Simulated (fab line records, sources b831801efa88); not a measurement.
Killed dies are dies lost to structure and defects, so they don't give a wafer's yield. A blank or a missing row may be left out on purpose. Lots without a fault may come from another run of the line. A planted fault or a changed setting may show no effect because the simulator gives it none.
Which tool did it? | flow gf180mcu | 12 lots, 36 wafers sampled, at 1 step of a route of 602

WHAT THE GAUGES READ, wafer by wafer
GF_V2_THK_MEAS_25: measures by xrf.
lot  | measured     | on            | V2_W_THK (nm)
L075 | day 21 01:08 | film_metro-03 | 341 340 342
L077 | day 21 11:58 | film_metro-04 | 342 339 342
L079 | day 22 09:26 | film_metro-02 | 347 346 344
L081 | day 23 04:43 | film_metro-04 | 347 342 341
L083 | day 23 13:17 | film_metro-02 | 337 336 334
L085 | day 24 07:18 | film_metro-02 | 346 345 342
L087 | day 25 00:56 | film_metro-02 | 339 343 342
L089 | day 25 22:19 | film_metro-04 | 340 336 346
L091 | day 26 09:44 | film_metro-02 | 338 335 338
L093 | day 27 02:10 | film_metro-03 | 341 343 343
L095 | day 27 09:52 | film_metro-04 | 336 335 338
L097 | day 28 06:25 | film_metro-03 | 342 341 350

WHICH TOOL RAN EACH LOT (tool, then ch and the chambers of the sampled wafers, then the start)
The record holds no process step before these readings.

THE ANSWER, worked out from the rows above alone
Rule: what is usual is taken from the lots themselves. Put in order of their means at a reading, lots are off if they are a third of the lots or fewer, leave a main group of 4 or more, and stand apart from it by a gap of 3 or more times the standard deviation of the main group's means; of several such gaps the widest counts. A main group whose means are all the same, to the digits that the tables above print for the reading, isn't used. A lot without any number at a reading at which 4 lots or more have one is off too. The other lots that the step has rows for count as sound.
No lot is off at any reading shown: from this, nothing can be told.

WHAT THE SIMULATOR HAD PUT IN
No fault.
